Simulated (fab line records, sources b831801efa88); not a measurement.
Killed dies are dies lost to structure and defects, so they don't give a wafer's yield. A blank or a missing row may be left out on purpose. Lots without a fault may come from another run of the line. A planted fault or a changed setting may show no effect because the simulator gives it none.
Split-lot experiment | flow gf180mcu | 5 lots, 23 wafers read, on a route of 602 steps

THE SPLIT
At GF_LVPWELL_IMPLANT_08, the setting energy_kev was moved away from the recipe's 170 on 9 of the 23 wafers read, by -7.8% to -4.4%. The other wafers ran this setting at the recipe's value.

The reading is taken at the split's own step.

THE READING
implant.drp_nm (the simulator's own value, which no gauge read), in nm, at GF_LVPWELL_IMPLANT_08. The file gives no usual value for it.

wafer  | tool, chamber at the split | energy_kev as run | against the recipe | implant.drp_nm, nm | against lot-mates on the recipe
L074.1 | implanter-04, 0            | 170               | recipe             | 102.4              | -
L074.3 | implanter-04, 0            | 170               | recipe             | 102.4              | -
L074.5 | implanter-04, 0            | 170               | recipe             | 102.4              | -
L074.2 | implanter-04, 0            | 162.6             | -4.4%              | 100.8              | -1.60
L074.4 | implanter-04, 0            | 162.6             | -4.4%              | 100.8              | -1.60
L076.2 | implanter-01, 0            | 170               | recipe             | 102.4              | -
L076.3 | implanter-01, 0            | 170               | recipe             | 102.4              | -
L076.6 | implanter-01, 0            | 170               | recipe             | 102.4              | -
L077.1 | implanter-01, 0            | 160.2             | -5.8%              | 100.2              | -2.20
L077.3 | implanter-01, 0            | 160.2             | -5.8%              | 100.2              | -2.20
L077.4 | implanter-01, 0            | 170               | recipe             | 102.4              | -
L077.5 | implanter-01, 0            | 170               | recipe             | 102.4              | -
L077.6 | implanter-01, 0            | 170               | recipe             | 102.4              | -
L082.2 | implanter-02, 0            | 170               | recipe             | 102.4              | -
L082.3 | implanter-02, 0            | 170               | recipe             | 102.4              | -
L082.6 | implanter-02, 0            | 170               | recipe             | 102.4              | -
L082.4 | implanter-02, 0            | 159               | -6.5%              | 99.91              | -2.49
L082.5 | implanter-02, 0            | 159               | -6.5%              | 99.91              | -2.49
L084.1 | implanter-04, 0            | 156.8             | -7.8%              | 99.34              | -3.06
L084.2 | implanter-04, 0            | 156.8             | -7.8%              | 99.34              | -3.06
L084.3 | implanter-04, 0            | 156.8             | -7.8%              | 99.34              | -3.06
L084.4 | implanter-04, 0            | 170               | recipe             | 102.4              | -
L084.5 | implanter-04, 0            | 170               | recipe             | 102.4              | -

THE FIT
A straight line over all 23 wafers: implant.drp_nm changes by +0.388 nm for each +1% of energy_kev; r = +1.00; the points scatter about the line by 0.035 nm.
The same after taking each lot's own level away (the mean of its wafers on the recipe; 23 wafers): +0.388 nm for each +1%; r = +1.00; scatter 0.035 nm.
On that fit, the largest move of energy_kev shifts the reading by 3 nm.
The lots' own levels span 102.400 to 102.400 nm.
So the lot-to-lot level changes the slope little: the two slopes agree.
Check: with one of the wafers moved furthest among these (-7.8%) left out of the fit, the line predicts -3 nm for it against its lot-mates. It came out at -3.06 nm against them.

OTHER SPLITS ON THESE WAFERS
These wafers also went through other splits before the reading. Each is held against what the fit with the lots' levels taken away leaves over:
other split on the same wafers | wafers away from the commonest value | r with implant.drp_nm (lot level and that fit taken away)
GF_STI_CVD_03 pressure_mtorr   | 15                                   | -0.33
GF_STI_OXIDATION_21 temp_c     | 10                                   | -0.27

THE WHOLE CHAIN: every reading that the file lists as answering this split, in the file's order
step                  | what it does | reading                                                         | change (the file's fit)               | r (the file's)
GF_LVPWELL_IMPLANT_08 |              | implant.rp_nm (the simulator's own value, which no gauge read)  | +3.73 nm for each +1% of the setting  | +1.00
GF_LVPWELL_IMPLANT_08 |              | implant.drp_nm (the simulator's own value, which no gauge read) | +0.385 nm for each +1% of the setting | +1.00

THE FILE'S OWN FIT
implant.drp_nm changes by +0.385 nm for each +1% of energy_kev, r = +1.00.
